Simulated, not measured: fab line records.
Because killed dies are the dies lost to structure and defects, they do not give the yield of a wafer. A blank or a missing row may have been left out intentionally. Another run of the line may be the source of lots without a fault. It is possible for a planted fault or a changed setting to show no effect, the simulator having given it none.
Chamber matching / flow sky130 / SKY_PAD_OPEN_ETCH_07 on rie_diel-04: 4 sister chambers
The step etches the open film in CF4/O2, stops on AlCu, target depth 725 nm, time 161.1 s. 20 wafers are shown with their chamber, then 10 later ones without.

## EACH WAFER AND ITS CHAMBER
wafer=L074.1; chamber=0; drypump_motor_current_A (A)=5.6; oes_product_au (a.u.)=0.980; throttle_valve_pct (%)=5.950
wafer=L074.2; chamber=3; drypump_motor_current_A (A)=5.7; oes_product_au (a.u.)=0.983; throttle_valve_pct (%)=5.963
wafer=L074.5; chamber=1; drypump_motor_current_A (A)=4.9; oes_product_au (a.u.)=0.979; throttle_valve_pct (%)=5.965
wafer=L079.2; chamber=3; drypump_motor_current_A (A)=5.8; oes_product_au (a.u.)=0.974; throttle_valve_pct (%)=5.953
wafer=L079.3; chamber=2; drypump_motor_current_A (A)=4.8; oes_product_au (a.u.)=0.983; throttle_valve_pct (%)=5.966
wafer=L079.5; chamber=1; drypump_motor_current_A (A)=4.9; oes_product_au (a.u.)=0.978; throttle_valve_pct (%)=5.938
wafer=L081.2; chamber=2; drypump_motor_current_A (A)=4.8; oes_product_au (a.u.)=0.975; throttle_valve_pct (%)=5.958
wafer=L081.4; chamber=0; drypump_motor_current_A (A)=5.6; oes_product_au (a.u.)=0.976; throttle_valve_pct (%)=5.958
wafer=L081.5; chamber=0; drypump_motor_current_A (A)=5.5; oes_product_au (a.u.)=0.981; throttle_valve_pct (%)=5.964
wafer=L080.1; chamber=1; drypump_motor_current_A (A)=4.9; oes_product_au (a.u.)=0.972; throttle_valve_pct (%)=5.967
wafer=L080.2; chamber=2; drypump_motor_current_A (A)=4.7; oes_product_au (a.u.)=0.971; throttle_valve_pct (%)=5.969
wafer=L080.3; chamber=3; drypump_motor_current_A (A)=5.8; oes_product_au (a.u.)=0.971; throttle_valve_pct (%)=5.967
wafer=L080.4; chamber=0; drypump_motor_current_A (A)=5.6; oes_product_au (a.u.)=0.982; throttle_valve_pct (%)=5.976
wafer=L080.5; chamber=1; drypump_motor_current_A (A)=4.9; oes_product_au (a.u.)=0.976; throttle_valve_pct (%)=5.963
wafer=L080.6; chamber=0; drypump_motor_current_A (A)=5.5; oes_product_au (a.u.)=0.980; throttle_valve_pct (%)=5.955
wafer=L083.1; chamber=3; drypump_motor_current_A (A)=5.8; oes_product_au (a.u.)=0.964; throttle_valve_pct (%)=5.959
wafer=L083.2; chamber=2; drypump_motor_current_A (A)=4.7; oes_product_au (a.u.)=0.980; throttle_valve_pct (%)=5.965
wafer=L083.6; chamber=1; drypump_motor_current_A (A)=4.9; oes_product_au (a.u.)=0.975; throttle_valve_pct (%)=5.976
wafer=L084.1; chamber=1; drypump_motor_current_A (A)=4.9; oes_product_au (a.u.)=0.965; throttle_valve_pct (%)=5.984
wafer=L084.4; chamber=3; drypump_motor_current_A (A)=5.8; oes_product_au (a.u.)=0.990; throttle_valve_pct (%)=5.969

SIGNATURES, as means of the wafers listed above
reading=drypump_motor_current_A; chamber 0=5.560; chamber 1=4.900; chamber 2=4.750; chamber 3=5.780; scatter within a chamber=0.0433
reading=oes_product_au; chamber 0=0.97980; chamber 1=0.97417; chamber 2=0.97725; chamber 3=0.97640; scatter within a chamber=0.00639
reading=throttle_valve_pct; chamber 0=5.96060; chamber 1=5.96550; chamber 2=5.96450; chamber 3=5.96220; scatter within a chamber=0.0107
Rule: for a wafer and a chamber, the distance is found by dividing, reading by reading, the gap between the wafer's reading and the chamber's mean by the reading's scatter, squaring, summing and taking the root. If the next closest chamber is less than 2 further off than the closest, the wafer can't be placed; otherwise it belongs to the closest. The scatter: take each reading less its chamber's mean, square it, sum over the shown wafers, divide by the number of wafers less the number of chambers, and take the root.

## WAFERS WITH NO CHAMBER GIVEN
wafer=L084.6; drypump_motor_current_A (A)=5.6; oes_product_au (a.u.)=0.974; throttle_valve_pct (%)=5.962
wafer=L087.1; drypump_motor_current_A (A)=4.9; oes_product_au (a.u.)=0.970; throttle_valve_pct (%)=5.961
wafer=L087.2; drypump_motor_current_A (A)=4.7; oes_product_au (a.u.)=0.974; throttle_valve_pct (%)=5.955
wafer=L087.4; drypump_motor_current_A (A)=5.8; oes_product_au (a.u.)=0.971; throttle_valve_pct (%)=5.969
wafer=L089.1; drypump_motor_current_A (A)=5.8; oes_product_au (a.u.)=0.968; throttle_valve_pct (%)=5.962
wafer=L089.4; drypump_motor_current_A (A)=4.9; oes_product_au (a.u.)=0.981; throttle_valve_pct (%)=5.952
wafer=L089.6; drypump_motor_current_A (A)=4.9; oes_product_au (a.u.)=0.973; throttle_valve_pct (%)=5.967
wafer=L096.1; drypump_motor_current_A (A)=5.7; oes_product_au (a.u.)=0.970; throttle_valve_pct (%)=5.967
wafer=L096.3; drypump_motor_current_A (A)=4.8; oes_product_au (a.u.)=0.965; throttle_valve_pct (%)=5.954
wafer=L096.4; drypump_motor_current_A (A)=5.5; oes_product_au (a.u.)=0.973; throttle_valve_pct (%)=5.967

## CHAMBER TAKEN BY EACH
wafer=L084.6; from the rows above=0; in truth=0
wafer=L087.1; from the rows above=1; in truth=1
wafer=L087.2; from the rows above=2; in truth=2
wafer=L087.4; from the rows above=3; in truth=3
wafer=L089.1; from the rows above=3; in truth=3
wafer=L089.4; from the rows above=1; in truth=1
wafer=L089.6; from the rows above=1; in truth=1
wafer=L096.1; from the rows above=can't be placed: 3 or 0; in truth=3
wafer=L096.3; from the rows above=can't be placed: 2 or 1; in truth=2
wafer=L096.4; from the rows above=0; in truth=0
8 of 10 placed correctly. Can't be placed from these rows: 2 (the true chamber is among the candidates in 2). Number placed wrongly: 0.
